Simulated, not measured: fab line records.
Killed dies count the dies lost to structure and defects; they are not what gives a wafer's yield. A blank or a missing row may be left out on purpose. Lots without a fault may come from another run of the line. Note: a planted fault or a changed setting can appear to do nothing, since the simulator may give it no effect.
Which tool was responsible?	flow sky130	6 lots, 18 wafers sampled, at 1 step of a route of 708

== WHAT THE GAUGES READ, wafer by wafer ==
SKY_SONOS_TUNNEL_OVL_MEAS_08.
lot	measured	on	SONOS_TUNNEL_OVL (nm)
L603	day 12 02:55	overlay-01	0.4 1.1 2.7
L606	day 13 01:28	overlay-02	0.1 1.4 -0.5
L615	day 15 19:43	overlay-02	-1.6 -2.2 -2.2
L619	day 17 04:06	overlay-02	2.5 0.3 0.1
L621	day 17 23:42	overlay-02	0.4 -0.7 0.0
L624	day 19 16:12	overlay-01	2.1 1.0 1.3

== TOOL THAT RAN EACH LOT (tool first, then ch and the chambers of the sampled wafers, then the start) ==
No process step before these readings appears in the record.

== THE ANSWER, worked out from the rows above alone ==
Rule: the lots themselves supply what counts as usual. Put in order of their means at a reading, lots are off if they are a third of the lots or fewer, leave a main group of 4 or more, and stand apart from it by a gap of 3 or more times the standard deviation of the main group's means; of several such gaps the widest counts. A main group is skipped when, at the precision printed for the reading in the tables above, its means are all equal. A lot without any number at a reading at which 4 lots or more have one is off too. All remaining lots with rows at the step are treated as sound.
Off: L615, seen at SKY_SONOS_TUNNEL_OVL_MEAS_08 (SONOS_TUNNEL_OVL). The main group has a mean of 0.8 nm with a standard deviation of 0.61.
A tool fits if, at a process step before that reading, it ran every lot that is off, and no sound lot after the first of them. Those tools and the gauges at SKY_SONOS_TUNNEL_OVL_MEAS_08 are tried in the same way. No candidate that was tried fits.

== WHAT THE SIMULATOR HAD PUT IN ==
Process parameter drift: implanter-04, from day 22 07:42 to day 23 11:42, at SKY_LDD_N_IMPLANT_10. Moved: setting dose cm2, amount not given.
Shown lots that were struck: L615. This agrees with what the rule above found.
